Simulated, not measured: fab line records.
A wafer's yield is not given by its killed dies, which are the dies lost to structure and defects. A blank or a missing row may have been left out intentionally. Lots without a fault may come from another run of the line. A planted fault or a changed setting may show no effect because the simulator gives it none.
A lot that was struck, set against a sound lot | flow sfq-line | 15 out of 325 route steps
Sound: these wafers, L894.4, L894.5, L894.6. Wafers L890.2, L890.3, L890.4 were the ones struck. Last of all comes the cause.
Per side, at each step with rows, come the tool, then ch with its chambers, and then its first start. Under that, the readings that differ: sound wafers | struck wafers | difference of the means | sigmas: that difference in standard deviations of wafers without a fault.
alike: a reading whose means differ by less than 2 such deviations, as well as words and numbers matching on both sides. not compared: withheld readings; readings where some wafer has no value; bounds like >300 that might hide an equal value; numbers whose values overlap and for which the record gives no deviation.
The two part at a step that has a row with sigmas, a row that says differs or no value, or rows on one side only. Non-overlapping numbers with no deviation appear without sigmas and do not part them. Lack of a reading on every wafer of one side parts them only where that side has two or more wafers.

first, 1 step without rows for these wafers: SFQ_TRILAYER_M2_STRIP_SOLV_CLEAN_062 (cleans in NMP, time 600 s).
SFQ_TRILAYER_I2_DEP_PECVD_063: deposits SiO2 from SiH4/N2O, time 111.11 s, target thk 500 nm.
  sound on pecvd-04 ch 0,2, day 26 23:13; struck on pecvd-03 ch 0,1,2, day 25 16:55
  alike: heater-power-w, throttle-valve-pct
SFQ_TRILAYER_I2_CMP_CMP_064: polishes SiO2.
  sound on cmp-01 ch 0,1,3, day 27 07:37; struck on cmp-02 ch 0,2,3, day 25 23:31
  alike: motor-current-A, time-to-endpoint-s
SFQ_I2_BOW_MEAS_917:
  sound on film-metro-02 at day 27 09:41; struck on film-metro-02 at day 26 02:32
  alike: I2_BOW
SFQ_TRILAYER_I2_METRO_MEASURE_065:
  sound on film-metro-02 at day 27 10:20; struck on film-metro-02 at day 26 02:50
  alike: thk-nm
then, 6 steps without rows for these wafers: SFQ_TRILAYER_I2_VIA_LITHO_COAT_072 (resist thk 62 nm); SFQ_TRILAYER_I2_VIA_LITHO_COAT_067 (resist thk 650 nm); SFQ_TRILAYER_I2_VIA_LITHO_SOFTBAKE_071; SFQ_TRILAYER_I2_VIA_LITHO_EXPOSE_068 (exposes mask I2, target cd 500 nm); SFQ_TRILAYER_I2_VIA_LITHO_PEB_070 (peb time 60 s); SFQ_TRILAYER_I2_VIA_LITHO_DEVELOP_069 (time 60 s).
-- the record jumps here: 3 days lie between the struck wafers' starts before and after --
SFQ_I2_OVL_MEAS_918:
  sound on overlay-02 at day 29 21:43; struck on overlay-02 at day 28 18:00
  alike: I2_OVL
SFQ_TRILAYER_I2_VIA_BARC_OPEN_VIA_ETCH_096: etches BARC in O2, target depth 125 nm, time 41.7 s.
  sound on rie-diel-02 ch 0,1,2, day 29 21:44; struck on rie-diel-04 ch 0,2,3, day 28 18:02
  reading                                                 | sound             | struck            | difference | sigmas
  oes-product-au (a.u.)                                   | 0.691 0.681 0.689 | 0.561 0.563 0.562 | -0.125     | -27
  run-length-s (s)                                        | 69.6 70.2 70.2    | 96.6 97.6 97.2    | +27.1      | +75
  model.KrF_of_TRILAYER_I2_VIA_LITHO_COAT_067.thk-nm (nm) | 569.8 569.9 570.5 | 537 538 536.5     | -33        |
  alike: chamber-pressure-mTorr, drypump-motor-current-A
  not compared: rf-hours-counter-h
SFQ_TRILAYER_I2_VIA_ETCH_VIA_ETCH_070: etches SiO2 in CHF3, stops on Nb, target depth 260 nm.
  sound on rie-diel-02 ch 0,1,2, day 29 21:46; struck on rie-diel-04 ch 0,2,3, day 28 18:04
  reading                                                 | sound             | struck            | difference | sigmas
  model.KrF_of_TRILAYER_I2_VIA_LITHO_COAT_067.thk-nm (nm) | 524.7 525.3 527.3 | 492.5 494.4 491.9 | -32.8      |
  alike: chamber-pressure-mTorr, drypump-motor-current-A, oes-product-au
SFQ_TRILAYER_I2_VIA_STRIP_STRIP_071: strips in O2.
  sound on rie-metal-02 ch 0,1, day 29 22:05; struck on rie-metal-01 ch 0,1, day 28 18:11
  reading                     | sound       | struck      | difference | sigmas
  drypump-motor-current-A (A) | 5.2 4.6 5.2 | 6.5 6.2 6.5 | +1.4       | +2
  alike: chamber-pressure-mTorr, oes-product-au, platen-temp-c
  not compared: rf-hours-counter-h

## WHERE THEY PART
First at SFQ_TRILAYER_I2_VIA_BARC_OPEN_VIA_ETCH_096; last, within this record, at SFQ_TRILAYER_I2_VIA_STRIP_STRIP_071.

WHY: what had been put in by the simulator
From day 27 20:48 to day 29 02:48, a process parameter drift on rie-diel-04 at SFQ_TRILAYER_I2_VIA_BARC_OPEN_VIA_ETCH_096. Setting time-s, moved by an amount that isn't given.
